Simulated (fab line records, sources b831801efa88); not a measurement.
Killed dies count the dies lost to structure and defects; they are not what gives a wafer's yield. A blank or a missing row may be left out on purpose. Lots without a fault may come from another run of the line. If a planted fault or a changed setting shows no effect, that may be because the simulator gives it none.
Which of the tools did it? -- flow gf180mcu -- 12 lots with 36 wafers sampled at 6 steps, on a route of 602 steps

## WHAT EACH GAUGE READ, for each wafer
GF_STI_THK_MEAS_04.
lot,measured,on,STI_CVD_03_THK (nm)
L876,day 1 19:37,film metro-01,207.2 208.3 206.8
L877,day 1 23:34,film metro-01,206.8 206.7 207.2
L878,day 2 04:34,film metro-03,208.1 208.1 207.5
L880,day 2 14:34,film metro-01,207.6 207.6 208.0
L883,day 3 06:31,film metro-01,208.5 209.1 207.5
L885,day 3 16:45,film metro-01,205.9 206.7 205.7
L886,day 3 21:50,film metro-01,203.4 202.5 204.9
L891,day 4 21:34,film metro-02,208.6 206.7 207.3
L894,day 5 15:15,film metro-03,134.2 135.3 136.2
L896,day 5 22:35,film metro-02,139.5 142.3 140.2
L897,day 6 04:34,film metro-01,140.3 138.7 138.7
L898,day 6 10:17,film metro-03,204.0 204.8 203.9

GF_CONTACT_OVL_MEAS_15.
lot,measured,on,CONTACT_OVL (nm)
L876,day 16 09:22,overlay-01,8 7 4
L877,day 16 16:45,overlay-01,-1 10 -1
L878,day 17 04:31,overlay-01,1 -9 -8
L880,day 17 23:10,overlay-02,-3 0 -2
L883,day 19 01:46,overlay-02,7 7 8
L885,day 19 20:30,overlay-02,-11 -4 -7
L886,day 20 07:55,overlay-02,1 1 1
L891,day 22 02:31,overlay-02,0 3 2
L894,day 23 00:42,overlay-02,0 -2 -4
L896,day 23 12:52,overlay-02,3 6 -1
L897,day 23 21:28,overlay-02,16 7 5
L898,day 24 08:16,overlay-01,1 -4 0

## EACH LOT AND THE TOOL THAT RAN IT (in order: tool; ch and the chambers of the sampled wafers; start)
lot,GF_STI_CVD_03,GF_STI_ETCH_13,GF_HV_LDD_RTA_52,GF_SALICIDE_RTA_08
L876,"lpcvd-02 ch 1, day 1 17:37","rie diel-04 ch 0,3, day 2 07:31","rtp anneal-01 ch 0, day 12 16:46","rtp anneal-02 ch 0, day 15 10:54"
L877,"lpcvd-02 ch 1, day 1 21:34","rie diel-03 ch 1,2, day 2 11:10","rtp anneal-02 ch 0, day 12 22:25","rtp anneal-01 ch 0, day 15 18:08"
L878,"lpcvd-02 ch 1, day 2 02:34","rie diel-03 ch 0,1, day 2 16:40","rtp anneal-02 ch 0, day 13 08:10","rtp anneal-02 ch 0, day 16 05:52"
L880,"lpcvd-02 ch 1, day 2 12:34","rie diel-03 ch 1,3, day 3 02:22","rtp anneal-02 ch 0, day 14 02:10","rtp anneal-01 ch 0, day 16 23:10"
L883,"lpcvd-02 ch 0, day 3 04:31","rie diel-03 ch 1,2,3, day 3 18:49","rtp anneal-02 ch 0, day 15 02:03","rtp anneal-01 ch 0, day 18 01:15"
L885,"lpcvd-02 ch 0, day 3 14:46","rie diel-03 ch 0,1,3, day 4 05:58","rtp anneal-01 ch 0, day 15 17:55","rtp anneal-02 ch 0, day 18 19:07"
L886,"lpcvd-02 ch 0, day 3 19:51","rie diel-03 ch 0,2,3, day 4 10:49","rtp anneal-02 ch 0, day 16 04:07","rtp anneal-01 ch 0, day 19 05:55"
L891,"lpcvd-02 ch 0, day 4 19:34","rie diel-03 ch 1,2,3, day 5 12:04","rtp anneal-02 ch 0, day 17 19:51","rtp anneal-01 ch 0, day 21 02:49"
L894,"lpcvd-02 ch 1, day 5 13:16","rie diel-01 ch 0,1, day 6 05:31","rtp anneal-01 ch 0, day 18 19:00","rtp anneal-02 ch 0, day 22 00:28"
L896,"lpcvd-02 ch 0, day 5 20:35","rie diel-01 ch 0,1,2, day 6 13:36","rtp anneal-01 ch 0, day 19 08:49","rtp anneal-02 ch 0, day 22 13:26"
L897,"lpcvd-02 ch 1, day 6 01:34","rie diel-04 ch 0,2,3, day 6 19:19","rtp anneal-02 ch 0, day 19 16:37","rtp anneal-01 ch 0, day 22 22:01"
L898,"lpcvd-01 ch 1, day 6 08:18","rie diel-01 ch 2,3, day 7 01:18","rtp anneal-01 ch 0, day 20 04:47","rtp anneal-02 ch 0, day 23 09:01"
- GF_STI_CVD_03: deposits Si3N4 from DCS/NH3, target thk 207.16 nm, time 3551 s.
- GF_STI_ETCH_13: etches the open film in CHF3/O2, stops on Si, target depth 282.31 nm, time 112.9 s.
- GF_HV_LDD_RTA_52: time 10 s.
- GF_SALICIDE_RTA_08: time 30 s.

## AS READ BY THE TOOLS THEMSELVES (means over the sampled wafers that have a number; for cases with no such wafer, the mark the record gives instead)
GF_STI_ETCH_13.
lot,tool,chf3 flow sccm (sccm),drypump motor current A (A),oes product au (a.u.),throttle valve pct (%)
L876,rie diel-04,50.03,4.8,0.832,8.813
L877,rie diel-03,50.09,6.5,0.831,8.816
L878,rie diel-03,50.04,6.3,0.835,8.814
L880,rie diel-03,49.96,6.1,0.831,8.811
L883,rie diel-03,50.08,6.3,0.835,8.801
L885,rie diel-03,49.94,6.1,0.836,8.810
L886,rie diel-03,50.06,6.1,0.827,8.810
L891,rie diel-03,49.88,6.2,0.832,8.813
L894,rie diel-01,49.90,5.8,0.676,8.763
L896,rie diel-01,50.03,5.9,0.686,8.762
L897,rie diel-04,50.12,4.9,0.678,8.764
L898,rie diel-01,50.12,5.7,0.823,8.808

GF_HV_LDD_RTA_52.
lot,tool,lamp power pct (%),wafer_temp_C_max
L876,rtp anneal-01,36.5,1004.2
L877,rtp anneal-02,34.4,1003.2
L878,rtp anneal-02,34.4,1003.3
L880,rtp anneal-02,34.4,1003.1
L883,rtp anneal-02,34.4,1002.9
L885,rtp anneal-01,36.5,1004.1
L886,rtp anneal-02,34.4,1003.6
L891,rtp anneal-02,34.4,1003.4
L894,rtp anneal-01,36.5,1004.0
L896,rtp anneal-01,36.5,1003.0
L897,rtp anneal-02,34.4,1003.3
L898,rtp anneal-01,36.5,1004.5

GF_SALICIDE_RTA_08.
lot,tool,lamp power pct (%),wafer_temp_C_max
L876,rtp anneal-02,18.0,802.2
L877,rtp anneal-01,19.1,803.1
L878,rtp anneal-02,18.0,803.7
L880,rtp anneal-01,19.1,803.5
L883,rtp anneal-01,19.1,802.6
L885,rtp anneal-02,18.0,802.3
L886,rtp anneal-01,19.1,802.9
L891,rtp anneal-01,19.1,802.9
L894,rtp anneal-02,18.0,802.5
L896,rtp anneal-02,18.0,803.0
L897,rtp anneal-01,19.1,803.6
L898,rtp anneal-02,18.0,802.6

## THE ANSWER, worked out from the rows above alone
Rule: usual is defined by the lots themselves. Put in order of their means at a reading, lots are off if they are a third of the lots or fewer, leave a main group of 4 or more, and stand apart from it by a gap of 3 or more times the standard deviation of the main group's means; of several such gaps the widest counts. A main group is skipped when, at the precision printed for the reading in the tables above, its means are all equal. A lot without any number at a reading at which 4 lots or more have one is off too. Where the step has rows for the other lots, those lots are counted as sound. Order of review: gauges by route order, followed by the tools' own readings, for which a lot's mean as printed above is used. At the first step where some lot is off, the reading lying furthest off is the one used; lots without a number count as furthest.
Off: L894, L896, L897, at GF_STI_THK_MEAS_04 (STI_CVD_03_THK). Main group: mean 206.6 nm, sd 1.6.
If a tool, at a process step before that reading, ran all the lots that are off and no sound lot after the first of them, it fits. Not tried: the gauges at GF_STI_THK_MEAS_04; whatever is off there is also off at GF_STI_ETCH_13, on other tools, and gauge error can't account for it. One fits: lpcvd-02 at GF_STI_CVD_03. A fault onset in the window from L891 (day 4 19:34, its last sound lot) to L894 (day 5 13:16, its first lot off) fits.

## WHAT WAS PUT IN BY THE SIMULATOR
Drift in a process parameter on lpcvd-02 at GF_STI_CVD_03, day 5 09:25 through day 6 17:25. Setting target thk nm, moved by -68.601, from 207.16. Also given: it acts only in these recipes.
Struck lots among those shown: L894, L896, L897. Same finding as the rule above.
